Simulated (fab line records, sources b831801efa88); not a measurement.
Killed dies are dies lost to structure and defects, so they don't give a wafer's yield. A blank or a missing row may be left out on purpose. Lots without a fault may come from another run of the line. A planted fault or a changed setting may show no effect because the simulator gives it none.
Problem report in the 8D (eight disciplines) form, filled by code | flow sky130 | the parts of the form that need people (team, actions taken, sign-off) are left out

1. THE PROBLEM
LDD_P_TW at SKY_LDD_P_TW_MEAS_11 reads a mean of 604 on 6 wafers of 2 lots; wafers without a fault read 639 with a standard deviation of 6.4. That is -5.4 standard deviations from the usual mean.
First seen on wafer L940.1, day 21 12:10, on film_metro-03. The record holds 36 wafers of 12 lots with a number at this step. Rule for "out", or "out of limits": more than 4 standard deviations from the usual mean. The other wafers with a number count as sound.

2. WHAT IT IS AND WHAT IT IS NOT
question                    | is                     | is not
which readings at this step | LDD_P_TW               | -
which lots                  | L940, L942             | L936, L941, L948, L949, L950, L952, L953, L954, L957, L958
which wafers of those lots  | all that have a number | -
read on which gauges        | film_metro-03          | film_metro-01, film_metro-02
when                        | from day 21 12:10      | up to then (3 sound wafers); but 27 sound wafers of L941, L948, L949, L950, L952, L953, L954, L957, L958 came after

3. SUSPECTS, AND WHAT RULES EACH OUT
Counting: a tool at a process step up to the reading stays a suspect if it ran every lot that is out and no sound lot after the first of them.
- the gauge at SKY_LDD_P_TW_MEAS_11: ruled out. All the wafers that are out were read on film_metro-03, but those of them that SKY_LDD_P_IMPLANT_09 has rows for are out there too, on other tools.
- implanter-02 at SKY_LDD_P_IMPLANT_09: ruled out as a lasting fault. Sound lots L958 ran on it after its first lot that is out, L940 (day 21 11:55).
Left after counting: nothing in the record.

4. THE CAUSE (what the simulator had put in)
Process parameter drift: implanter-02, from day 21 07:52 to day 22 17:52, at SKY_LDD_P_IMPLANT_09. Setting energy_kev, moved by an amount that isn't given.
Counting ruled it out, wrongly: the rule takes a fault to strike every lot that its tool runs from its start on, and this one did not.

5. THE CHAIN OF EFFECTS, in route order
Each row: a reading whose mean over the struck wafers that have a number lies more than 3 standard deviations from the usual. Only readings for which the record gives a usual standard deviation are gone through. hours: the time from each lot's start at the first step in this table that gives one to its start at this step, as a median over the lots. sigmas: the change in usual standard deviations.
hours | step                 | reading         | usual  | on struck wafers | change | sigmas
0     | SKY_LDD_P_IMPLANT_09 | beam_energy_keV | 25.002 | 20.519           | -4.483 | -99 or more
0     | SKY_LDD_P_TW_MEAS_11 | LDD_P_TW        | 639    | 604              | -35    | -5.4
The process steps in it:
- SKY_LDD_P_IMPLANT_09

6. WHAT WOULD HAVE CAUGHT IT SOONER
In this record the first reading out of limits at a measuring or inspecting step was taken at day 21 12:10, 4 hours after the fault began at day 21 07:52.
The tool's own readings at SKY_LDD_P_IMPLANT_09 were out on every struck wafer that the step has a row for (beam_energy_keV): an alarm limit on them would have fired on the first of those.
